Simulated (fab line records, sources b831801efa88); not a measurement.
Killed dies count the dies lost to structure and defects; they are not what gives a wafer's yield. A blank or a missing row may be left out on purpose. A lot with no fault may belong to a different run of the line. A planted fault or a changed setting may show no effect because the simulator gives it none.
Chamber matching :: flow gf180mcu :: GF_V5_CMP_26 on cmp-02 has 4 sister chambers
The step polishes, stops on SiO2, t overpolish 15 s, target thk 0 nm. 8 wafers are shown with their chamber, then 12 later ones without.

EACH WAFER AND ITS CHAMBER
wafer: L086.1
chamber: 2
motor_current_A (A): 11.5
time_to_endpoint_s (s): 81.2

wafer: L086.2
chamber: 1
motor_current_A (A): 10.4
time_to_endpoint_s (s): 85.7

wafer: L090.3
chamber: 1
motor_current_A (A): 11.4
time_to_endpoint_s (s): 88.5

wafer: L090.4
chamber: 0
motor_current_A (A): 11.1
time_to_endpoint_s (s): 84.5

wafer: L090.6
chamber: 3
motor_current_A (A): 14.8
time_to_endpoint_s (s): 80.9

wafer: L091.1
chamber: 2
motor_current_A (A): 10.5
time_to_endpoint_s (s): 82.3

wafer: L091.3
chamber: 0
motor_current_A (A): 11.2
time_to_endpoint_s (s): 79.4

wafer: L091.5
chamber: 3
motor_current_A (A): 15.0
time_to_endpoint_s (s): 78.3

WAFERS WITH NO CHAMBER GIVEN
wafer: L092.1
motor_current_A (A): 10.8
time_to_endpoint_s (s): 85.7

wafer: L092.3
motor_current_A (A): 15.2
time_to_endpoint_s (s): 78.8

wafer: L092.5
motor_current_A (A): 15.0
time_to_endpoint_s (s): 80.3

wafer: L093.2
motor_current_A (A): 11.2
time_to_endpoint_s (s): 82.6

wafer: L093.3
motor_current_A (A): 14.2
time_to_endpoint_s (s): 78.2

wafer: L093.5
motor_current_A (A): 11.3
time_to_endpoint_s (s): 82.2

wafer: L094.2
motor_current_A (A): 15.4
time_to_endpoint_s (s): 84.3

wafer: L094.4
motor_current_A (A): 10.8
time_to_endpoint_s (s): 85.2

wafer: L094.5
motor_current_A (A): 11.2
time_to_endpoint_s (s): 84.5

wafer: L096.3
motor_current_A (A): 10.5
time_to_endpoint_s (s): 87.0

wafer: L096.4
motor_current_A (A): 11.5
time_to_endpoint_s (s): 84.6

wafer: L096.5
motor_current_A (A): 14.3
time_to_endpoint_s (s): 80.5

WHICH CHAMBER EACH ONE RAN IN
wafer: L092.1
from the rows above: can't be placed: 1 or 2 or 0
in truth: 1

wafer: L092.3
from the rows above: 3
in truth: 3

wafer: L092.5
from the rows above: 3
in truth: 3

wafer: L093.2
from the rows above: can't be placed: 0 or 2 or 1
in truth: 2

wafer: L093.3
from the rows above: 3
in truth: 3

wafer: L093.5
from the rows above: can't be placed: 0 or 2 or 1
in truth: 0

wafer: L094.2
from the rows above: 3
in truth: 3

wafer: L094.4
from the rows above: can't be placed: 1 or 2 or 0
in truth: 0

wafer: L094.5
from the rows above: can't be placed: 0 or 2 or 1
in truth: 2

wafer: L096.3
from the rows above: can't be placed: 1 or 2 or 0
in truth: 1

wafer: L096.4
from the rows above: can't be placed: 0 or 2 or 1
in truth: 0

wafer: L096.5
from the rows above: 3
in truth: 3
Placed correctly: 5 of 12. Can't be placed from these rows: 7 (the true chamber is among the candidates in 7). Wrongly placed: 0.
How it was worked out, from the rows above alone: a wafer's distance from a chamber is the root of the sum, over the readings, of the square of ((its reading less the chamber's mean) divided by the reading's scatter). If the next closest chamber is less than 2 further off than the closest, the wafer can't be placed; otherwise it belongs to the closest. For every chamber, the mean is computed from those of its wafers that are shown. How the scatter is found: for the shown wafers, subtract from each reading the mean of its chamber, square and add these, divide the total by (wafers less chambers), then take the root.
